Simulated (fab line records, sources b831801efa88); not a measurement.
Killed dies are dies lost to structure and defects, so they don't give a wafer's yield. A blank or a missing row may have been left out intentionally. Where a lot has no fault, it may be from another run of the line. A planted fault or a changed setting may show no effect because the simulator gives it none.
Comparing a struck lot with a sound one + flow gf180mcu + 44 steps out of a route of 602
Sound: wafers L655.1, L655.4, L655.5. Struck: wafers L653.2, L653.3, L653.6. Last of all comes the cause.
For every step that has rows: the tool of each side, followed by ch and its chambers, followed by its first start. Under that, the readings that differ: sound wafers + struck wafers + difference of the means + sigmas: that difference in standard deviations of wafers without a fault.
alike: readings with means less than 2 such deviations apart, plus words and numbers identical on both sides. not compared: withheld readings, readings lacking a value on some wafer, bounds such as >300 that could conceal the same value, and numbers that have no deviation in the record and whose values overlap.
The two part at a step that has a row with sigmas, a row that says differs or no value, or rows on one side only. When numbers do not overlap yet have no deviation, they are printed without sigmas and do not part them. Lack of a reading on every wafer of one side parts them only where that side has two or more wafers.

first, 2 steps without rows for these wafers: GF_DNWELL_DEVELOP_06 (develop time 60 s); GF_DNWELL_IMPLANT_07.
GF_DNWELL_STRIP_08: strips in O2/N2.
  sound on plasma-asher-01 ch 0, day 5 15:49; struck on plasma-asher-03 ch 0,1, day 5 05:16
  alike: drypump-motor-current-A, heater-power-w, oes-product-au, strip-time-to-endpoint-s
  not compared: rf-hours-counter-h
GF_DNWELL_TW_MEAS_09:
  sound on film-metro-03 at day 5 15:55; struck on film-metro-02 at day 5 05:22
  alike: DNWELL_TW
then, 7 steps without rows for these wafers: GF_NWELL_DEHYDRATE_00 (time 60 s); GF_NWELL_HMDS_01 (prime time 60 s); GF_NWELL_COAT_02 (resist thk 3000 nm); GF_NWELL_SOFTBAKE_03; GF_NWELL_EXPOSE_04 (exposes mask Nwell, target cd 860 nm); GF_NWELL_PEB_05; GF_NWELL_DEVELOP_06 (develop time 60 s).
GF_NWELL_OVL_MEAS_07:
  sound on overlay-02 at day 6 07:14; struck on overlay-01 at day 5 19:55
| reading        | sound         | struck      | difference | sigmas |
|----------------|---------------|-------------|------------|--------|
| NWELL_OVL (nm) | 0.8 -0.9 -1.8 | 3.1 4.0 4.9 | +4.6       | +3     |
GF_NWELL_IMPLANT_08:
  sound on implanter-04 ch 0, day 6 07:16; struck on implanter-01 ch 0, day 5 19:58
| reading            | sound               | struck            | difference | sigmas      |
|--------------------|---------------------|-------------------|------------|-------------|
| tilt-deg (degrees) | -0.045 -0.028 0.010 | 3.485 3.497 3.459 | +3.501     | +99 or more |
then, 1 step without rows for these wafers: GF_NWELL_IMPLANT_09.
GF_NWELL_STRIP_10: strips in O2/N2.
  sound on plasma-asher-01 ch 0, day 6 07:34; struck on plasma-asher-01 ch 0,1, day 5 20:14
  alike: drypump-motor-current-A, heater-power-w, oes-product-au, strip-time-to-endpoint-s
  not compared: rf-hours-counter-h
GF_NWELL_TW_MEAS_11:
  sound on film-metro-02 at day 6 07:40; struck on film-metro-04 at day 5 20:21
| reading  | sound          | struck         | difference | sigmas |
|----------|----------------|----------------|------------|--------|
| NWELL_TW | 1565 1561 1565 | 1728 1735 1742 | +171       | +17    |
then, 7 steps without rows for these wafers: GF_LVPWELL_DEHYDRATE_00 (time 60 s); GF_LVPWELL_HMDS_01 (prime time 60 s); GF_LVPWELL_COAT_02 (resist thk 3000 nm); GF_LVPWELL_SOFTBAKE_03; GF_LVPWELL_EXPOSE_04 (exposes mask LVPWELL, target cd 600 nm); GF_LVPWELL_PEB_05; GF_LVPWELL_DEVELOP_06 (develop time 60 s).
GF_LVPWELL_OVL_MEAS_07:
  sound on overlay-01 at day 6 23:08; struck on overlay-01 at day 6 11:44
  alike: LVPWELL_OVL
then, 2 steps without rows for these wafers: GF_LVPWELL_IMPLANT_08; GF_LVPWELL_IMPLANT_09.
GF_LVPWELL_STRIP_10: strips in O2/N2.
  sound on plasma-asher-02 ch 0,1, day 6 23:28; struck on plasma-asher-03 ch 0, day 6 12:04
| reading                     | sound       | struck      | difference | sigmas |
|-----------------------------|-------------|-------------|------------|--------|
| drypump-motor-current-A (A) | 6.6 5.6 6.6 | 5.2 5.2 5.2 | -1.1       | -2     |
  alike: heater-power-w, oes-product-au, strip-time-to-endpoint-s
  not compared: rf-hours-counter-h
GF_LVPWELL_TW_MEAS_11:
  sound on film-metro-02 at day 6 23:34; struck on film-metro-04 at day 6 12:11
  alike: LVPWELL_TW
then, 7 steps without rows for these wafers: GF_MVSD_DEHYDRATE_00 (time 60 s); GF_MVSD_HMDS_01 (prime time 60 s); GF_MVSD_COAT_02 (resist thk 3000 nm); GF_MVSD_SOFTBAKE_03; GF_MVSD_EXPOSE_04 (exposes mask MVSD, target cd 1000 nm); GF_MVSD_PEB_05; GF_MVSD_DEVELOP_06 (develop time 60 s).
GF_MVSD_OVL_MEAS_07:
  sound on overlay-02 at day 7 15:26; struck on overlay-01 at day 7 03:20
  alike: MVSD_OVL
then, 2 steps without rows for these wafers: GF_MVSD_IMPLANT_08; GF_MVSD_IMPLANT_09.
GF_MVSD_STRIP_10: strips in O2/N2.
  sound on plasma-asher-03 ch 0,1, day 7 15:46; struck on plasma-asher-02 ch 1, day 7 03:40
| reading            | sound       | struck      | difference | sigmas |
|--------------------|-------------|-------------|------------|--------|
| heater-power-w (W) | 308 325 308 | 372 384 382 | +66        | +3     |
  alike: drypump-motor-current-A, oes-product-au, strip-time-to-endpoint-s
  not compared: rf-hours-counter-h
GF_MVSD_TW_MEAS_11:
  sound on film-metro-02 at day 7 15:52; struck on film-metro-02 at day 7 03:46
  alike: MVSD_TW
then, 2 steps without rows for these wafers: GF_MVPSD_DEHYDRATE_00 (time 60 s); GF_MVPSD_HMDS_01 (prime time 60 s).
-- the record jumps here: 4 days lie between the struck wafers' starts before and after --
GF_VT_IMPLANT_RS_MEAS_47: a four-point-probe measurement.
  sound on film-metro-01 at day 11 06:47; struck on film-metro-01 at day 10 17:47
| reading           | sound             | struck            | difference | sigmas      |
|-------------------|-------------------|-------------------|------------|-------------|
| NWELL_RS (ohm/sq) | 488.6 489.8 489.1 | 635.0 635.7 635.6 | +146.3     | +99 or more |
GF_PASSIVATION_PROBE_99:
  the record has rows for the sound wafers here (prober-01, day 32 23:20) and none for the struck ones

== WHERE THEY PART ==
Earliest at GF_NWELL_OVL_MEAS_07; latest, in this record, at GF_PASSIVATION_PROBE_99.

WHY: what had been put in by the simulator
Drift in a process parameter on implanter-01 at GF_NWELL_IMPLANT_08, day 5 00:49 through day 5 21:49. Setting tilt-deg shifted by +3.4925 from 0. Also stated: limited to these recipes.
